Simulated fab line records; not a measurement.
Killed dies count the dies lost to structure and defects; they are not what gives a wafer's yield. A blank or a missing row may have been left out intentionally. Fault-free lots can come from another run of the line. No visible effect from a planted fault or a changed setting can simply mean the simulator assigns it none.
Problem report, 8D (eight disciplines) form, completed by code	flow gf180mcu	the parts of the form that need people (team, actions taken, sign-off) are left out

1. THE PROBLEM
Mean PSD_TW at GF_PSD_TW_MEAS_11: 4300 over 6 wafers in 2 lots; fault-free wafers: 3200, standard deviation 22. That is +50 standard deviations from the usual mean.
First observed at day 17 02:06: wafer L305.3, on film-metro-04. The record has a number at this step for 42 wafers belonging to 14 lots. Rule for "out" (also "out of limits"): further than 4 standard deviations from the usual mean. The other wafers with a number count as sound.

2. WHAT THIS IS AND IS NOT
question	is	is not
which readings at this step	PSD_TW	-
which lots	L305, L306	L297, L298, L299, L300, L301, L302, L303, L304, L315, L318, L319, L320
which wafers of those lots	all that have a number	-
read on which gauges	film-metro-04	film-metro-01, film-metro-02
when	from day 17 02:06	up to then (24 sound wafers); but 12 sound wafers of L315, L318, L319, L320 came after

3. WHAT RULES OUT EACH SUSPECT
Counting: any tool at a process step up to the reading is kept as a suspect provided that every lot that is out went through it and no sound lot did after the first of them.
- the gauge at GF_PSD_TW_MEAS_11: kept. All the wafers that are out were read on film-metro-04, and no step on other tools shows them out.
- litho-track-02 at GF_NSD_COAT_02 (resist thk 1000 nm): ruled out as a lasting fault. After its first lot that is out, L305 (day 15 16:37), sound lots L315, L318 ran on it.
Left after counting: film-metro-04 at GF_PSD_TW_MEAS_11.

4. THE CAUSE (what the simulator had put in)
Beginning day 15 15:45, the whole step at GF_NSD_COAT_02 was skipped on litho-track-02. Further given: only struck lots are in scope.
The count ruled it out by mistake, since the rule takes a fault to strike every lot its tool runs from the start of the fault on, and this one did not do so.

5. THE EFFECT CHAIN, in route order
One row per reading whose mean, taken over the struck wafers that have a number, lies over 3 standard deviations from the usual. Scope: only readings with a usual standard deviation given in the record; hours: median across lots of the time from each lot's start at the first step in this table that gives one to its start at this step; sigmas: change in usual standard deviations.
hours	step	reading	usual	on struck wafers	change	sigmas
0	GF_PSD_TW_MEAS_11	PSD_TW	3200	4300	+1100	+50
Readings that are blank on the struck wafers while sound wafers have them: chill-plate-temp-C at GF_NSD_COAT_02; dispense-pressure-kPa at GF_NSD_COAT_02; cd-nm at GF_NSD_CD_MEAS_07.

6. HOW IT WOULD HAVE BEEN CAUGHT EARLIER
34 hours passed between the start of the fault at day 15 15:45 and the first reading out of limits at a measuring or inspecting step in this record, taken at day 17 02:06.
Between GF_NSD_COAT_02 and GF_PSD_TW_MEAS_11, GF_NSD_CD_MEAS_07 gave no cd-nm on the struck wafers, where sound wafers have one: a measuring or inspecting step that comes back empty is itself a sign.
At GF_NSD_COAT_02 the tool's readings are blank on the struck wafers, where sound wafers have them: an empty tool record is the first sign, and it was there at once.
